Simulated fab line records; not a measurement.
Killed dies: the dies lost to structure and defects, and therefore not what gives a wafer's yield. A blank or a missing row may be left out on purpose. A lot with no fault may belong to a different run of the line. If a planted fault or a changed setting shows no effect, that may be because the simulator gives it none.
Problem report, 8D (eight disciplines) form, completed by code -- flow gf180mcu -- the parts of the form that need people (team, actions taken, sign-off) are left out

## 1. THE PROBLEM
Across 6 wafers from 2 lots, POLY_GATE_CVD_00_THK at GF_POLY_GATE_THK_MEAS_01 averages 171.4 nm, while fault-free wafers read 199.4 nm with a standard deviation of 2.2. Relative to the usual mean, that is a shift of -13 standard deviations.
Seen first at day 11 22:17 on film_metro-02, wafer L133.3. The record holds 33 wafers of 11 lots with a number at this step. Rule for "out" (also "out of limits"): further than 4 standard deviations from the usual mean. The rest of the wafers with a number are treated as sound.

## 2. WHAT IT IS, WHAT IT ISN'T
question,is,is not
which readings at this step,POLY_GATE_CVD_00_THK,-
which lots,"L133, L134","L122, L123, L132, L136, L137, L138, L139, L140, L144"
which wafers of those lots,all that have a number,-
read on which gauges,"film_metro-01, film_metro-02",film_metro-04
when,from day 11 22:17,"up to then (9 sound wafers); but 18 sound wafers of L136, L137, L138, L139, L140, L144 came after"

## 3. THE SUSPECTS, EACH WITH WHAT RULES IT OUT
Counting: a tool stays on the suspect list if, at a process step up to the reading, it processed all lots that are out and no sound lot following the first of them.
- the gauge at GF_POLY_GATE_THK_MEAS_01: ruled out. 2 gauges (film_metro-01, film_metro-02) read the wafers that are out.
- lpcvd-01 at GF_POLY_GATE_CVD_00 (deposits poly-Si, target thk 200 nm, time 1200 s): ruled out as a lasting fault. Sound lots L138, L144 ran on it after its first lot that is out, L133 (day 11 20:55).
Left after counting: nothing in the record.

## 4. THE CAUSE (what the simulator had put in)
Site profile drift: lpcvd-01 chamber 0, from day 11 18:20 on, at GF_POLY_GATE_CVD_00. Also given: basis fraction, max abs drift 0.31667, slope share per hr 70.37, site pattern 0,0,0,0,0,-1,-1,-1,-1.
Counting ruled it out, wrongly: the rule takes a fault to strike every lot that its tool runs from its start on, and this one did not.

## 5. THE CHAIN OF EFFECTS, in route order
Each row: a reading whose mean over the struck wafers that have a number lies more than 3 standard deviations from the usual. Only readings for which the record gives a usual standard deviation are gone through. hours: the time from each lot's start at the first step in this table that gives one to its start at this step, as a median over the lots. sigmas: the change in usual standard deviations.
hours,step,reading,usual,on struck wafers,change,sigmas
0,GF_POLY_GATE_THK_MEAS_01,POLY_GATE_CVD_00_THK,199.4 nm,171.4,-28.0,-13
20,GF_POLY_GATE_ETCH_13,oes_product_au,0.988 a.u.,0.892,-0.096,-14
Process steps it contains:
- GF_POLY_GATE_ETCH_13: etches poly-Si in HBr/Cl2, stops on SiO2, target depth 198.5 nm, time 69.6 s.

## 6. HOW IT WOULD HAVE BEEN CAUGHT EARLIER
In this record the first reading out of limits at a measuring or inspecting step was taken at day 11 22:17, 4 hours after the fault began at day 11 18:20.
No tool reading at GF_POLY_GATE_CVD_00 that has a usual standard deviation in the record was out on any struck wafer, so an alarm limit of 4 standard deviations on those readings would not have fired.
